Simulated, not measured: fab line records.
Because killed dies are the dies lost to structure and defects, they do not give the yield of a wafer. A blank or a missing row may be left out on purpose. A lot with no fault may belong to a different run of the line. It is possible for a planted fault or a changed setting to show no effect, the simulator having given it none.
Which tool is to blame? + flow gf180mcu + 13 lots with 39 wafers sampled at 4 steps, on a route of 602 steps

## WHAT THE GAUGES READ, wafer by wafer
GF_HV_LDD_TW_MEAS_50. Usual: HV_LDD_4_TW typically reads 570, with standard deviation 4.6.
| lot  | measured     | on           | HV_LDD_4_TW | flag |
|------|--------------|--------------|-------------|------|
| L620 | day 12 06:04 | filmMetro-02 | 566 567 567 |      |
| L621 | day 12 11:37 | filmMetro-03 | 561 560 562 |      |
| L623 | day 13 01:24 | filmMetro-02 | 574 575 570 |      |
| L624 | day 13 12:00 | filmMetro-04 | 573 572 576 |      |
| L626 | day 14 11:34 | filmMetro-02 | 572 568 571 |      |
| L628 | day 15 04:11 | filmMetro-03 | 563 564 564 |      |
| L630 | day 15 19:23 | filmMetro-03 | 565 567 566 |      |
| L634 | day 17 12:47 | filmMetro-02 | 551 551 553 | OFF  |
| L635 | day 17 21:25 | filmMetro-03 | 547 547 549 | OFF  |
| L636 | day 18 06:41 | filmMetro-04 | 574 577 573 |      |
| L638 | day 18 17:35 | filmMetro-03 | 571 567 562 |      |
| L639 | day 19 01:49 | filmMetro-03 | 568 571 566 |      |
| L640 | day 19 02:51 | filmMetro-04 | 574 576 577 |      |

GF_M3_RS_MEAS_05: the measuring method here is four-point-probe. Usual: M3_ALCU_RS typically reads 0.0691 ohm/sq, with standard deviation 0.00073.
| lot  | measured     | on           | M3_ALCU_RS (ohm/sq)  | flag |
|------|--------------|--------------|----------------------|------|
| L620 | day 20 00:34 | filmMetro-03 | 0.0702 0.0703 0.0704 |      |
| L621 | day 20 09:00 | filmMetro-03 | 0.0688 0.0681 0.0695 |      |
| L623 | day 21 03:28 | filmMetro-03 | 0.0690 0.0684 0.0695 |      |
| L624 | day 21 12:32 | filmMetro-01 | 0.0689 0.0686 0.0693 |      |
| L626 | day 22 15:22 | filmMetro-01 | 0.0685 0.0693 0.0689 |      |
| L628 | day 23 10:31 | filmMetro-01 | 0.0693 0.0696 0.0682 |      |
| L630 | day 24 02:34 | filmMetro-02 | 0.0673 0.0690 0.0690 |      |
| L634 | day 25 17:25 | filmMetro-02 | 0.0683 0.0691 0.0687 |      |
| L635 | day 26 01:58 | filmMetro-01 | 0.0697 0.0699 0.0692 |      |
| L636 | day 26 09:37 | filmMetro-02 | 0.0679 0.0686 0.0686 |      |
| L638 | day 26 19:32 | filmMetro-01 | 0.0686 0.0696 0.0692 |      |
| L639 | day 27 03:49 | filmMetro-02 | 0.0692 0.0696 0.0705 |      |
| L640 | day 27 04:31 | filmMetro-03 | 0.0696 0.0707 0.0697 |      |

## TOOL THAT RAN EACH LOT (tool first, then ch and the chambers of the sampled wafers, then the start)
| lot  | GF_HV_LDD_IMPLANT_48            | GF_V1_SPUTTER_21            |
|------|---------------------------------|-----------------------------|
| L620 | implanter-02 ch 0, day 12 05:50 | pvdSputter-04, day 17 21:14 |
| L621 | implanter-04 ch 0, day 12 11:22 | pvdSputter-02, day 18 04:23 |
| L623 | implanter-04 ch 0, day 13 01:09 | pvdSputter-02, day 18 22:40 |
| L624 | implanter-04 ch 0, day 13 11:46 | pvdSputter-02, day 19 08:55 |
| L626 | implanter-02 ch 0, day 14 11:19 | pvdSputter-01, day 20 12:18 |
| L628 | implanter-02 ch 0, day 15 03:56 | pvdSputter-01, day 21 08:58 |
| L630 | implanter-02 ch 0, day 15 19:08 | pvdSputter-04, day 22 01:19 |
| L634 | implanter-02 ch 0, day 17 12:32 | pvdSputter-02, day 23 17:56 |
| L635 | implanter-02 ch 0, day 17 21:11 | pvdSputter-01, day 24 02:09 |
| L636 | implanter-04 ch 0, day 18 06:26 | pvdSputter-02, day 24 10:34 |
| L638 | implanter-04 ch 0, day 18 17:22 | pvdSputter-02, day 24 21:27 |
| L639 | implanter-04 ch 0, day 19 01:36 | pvdSputter-02, day 25 05:22 |
| L640 | implanter-03 ch 0, day 19 02:36 | pvdSputter-04, day 25 05:48 |
- GF_HV_LDD_IMPLANT_48
- GF_V1_SPUTTER_21: material Ti, target thk 15 nm, time 80.02 s.

## AS READ BY THE TOOLS THEMSELVES (means over the sampled wafers that have a number; for cases with no such wafer, the mark the record gives instead)
GF_HV_LDD_IMPLANT_48. Usual: beamEnergyKeV 25.000, standard deviation 0.0082; doseIonsCm2 3e+13, standard deviation 3.3e+10.
| lot  | tool         | beamEnergyKeV | doseIonsCm2 | flag |
|------|--------------|---------------|-------------|------|
| L620 | implanter-02 | 25.001        | 3e+13       |      |
| L621 | implanter-04 | 25.006        | 3e+13       |      |
| L623 | implanter-04 | 25.006        | 3e+13       |      |
| L624 | implanter-04 | 24.997        | 3e+13       |      |
| L626 | implanter-02 | 25.010        | 3e+13       |      |
| L628 | implanter-02 | 24.998        | 3e+13       |      |
| L630 | implanter-02 | 24.989        | 3e+13       |      |
| L634 | implanter-02 | 21.325        | 3e+13       | OFF  |
| L635 | implanter-02 | 21.333        | 3e+13       | OFF  |
| L636 | implanter-04 | 24.991        | 3e+13       |      |
| L638 | implanter-04 | 25.003        | 3e+13       |      |
| L639 | implanter-04 | 25.004        | 3e+13       |      |
| L640 | implanter-03 | 25.002        | 3e+13       |      |

GF_V1_SPUTTER_21. Usual: substrateTempC 200.00 C, standard deviation 0.18; throttleValvePct 30.1 %, standard deviation 1.
| lot  | tool          | substrateTempC (C) | throttleValvePct (%) | flag |
|------|---------------|--------------------|----------------------|------|
| L620 | pvdSputter-04 | 199.97             | 30.6                 |      |
| L621 | pvdSputter-02 | 200.01             | 29.9                 |      |
| L623 | pvdSputter-02 | 199.69             | 30.0                 |      |
| L624 | pvdSputter-02 | 200.16             | 28.7                 |      |
| L626 | pvdSputter-01 | 200.12             | 30.3                 |      |
| L628 | pvdSputter-01 | 199.98             | 29.8                 |      |
| L630 | pvdSputter-04 | 200.01             | 30.2                 |      |
| L634 | pvdSputter-02 | 200.20             | 30.2                 |      |
| L635 | pvdSputter-01 | 200.10             | 29.9                 |      |
| L636 | pvdSputter-02 | 200.11             | 29.9                 |      |
| L638 | pvdSputter-02 | 200.02             | 30.1                 |      |
| L639 | pvdSputter-02 | 199.90             | 29.9                 |      |
| L640 | pvdSputter-04 | 199.91             | 30.9                 |      |

## THE ANSWER, worked out from the rows above alone
Rule: a lot counts as off when the mean over its wafers that have a number is more than 3 standard deviations away from the usual mean. A lot without any number at a reading at which 4 lots or more have one is off too. Where the step has rows for the other lots, those lots are counted as sound. The gauges are gone through in route order, then the tools' own readings, and for those a lot's mean is taken as printed above. At the first step where some lot is off, the reading lying furthest off is the one used; lots without a number count as furthest.
Off: L634, L635, at GF_HV_LDD_TW_MEAS_50 (HV_LDD_4_TW).
If a tool, at a process step before that reading, ran all the lots that are off and no sound lot after the first of them, it fits. Not tried: the gauges at GF_HV_LDD_TW_MEAS_50; whatever is off there is also off at GF_HV_LDD_IMPLANT_48, on other tools, and gauge error can't account for it. One fits: GF_HV_LDD_IMPLANT_48 on implanter-02. Its last sound lot is L630 (day 15 19:08), its first lot that is off L634 (day 17 12:32): a fault that began between those two fits.
The tool's own readings at GF_HV_LDD_IMPLANT_48 bear it out: on the lots that are off they differ by more than 5 times the standard deviation of the sound lots' means. beamEnergyKeV reads 21.329 there against 25.001 on the sound lots.

## WHAT WAS PUT IN BY THE SIMULATOR
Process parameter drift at GF_HV_LDD_IMPLANT_48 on implanter-02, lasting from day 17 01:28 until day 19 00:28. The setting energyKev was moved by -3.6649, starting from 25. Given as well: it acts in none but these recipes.
Lots struck among those shown: L634, L635. The same result came from the rule above.
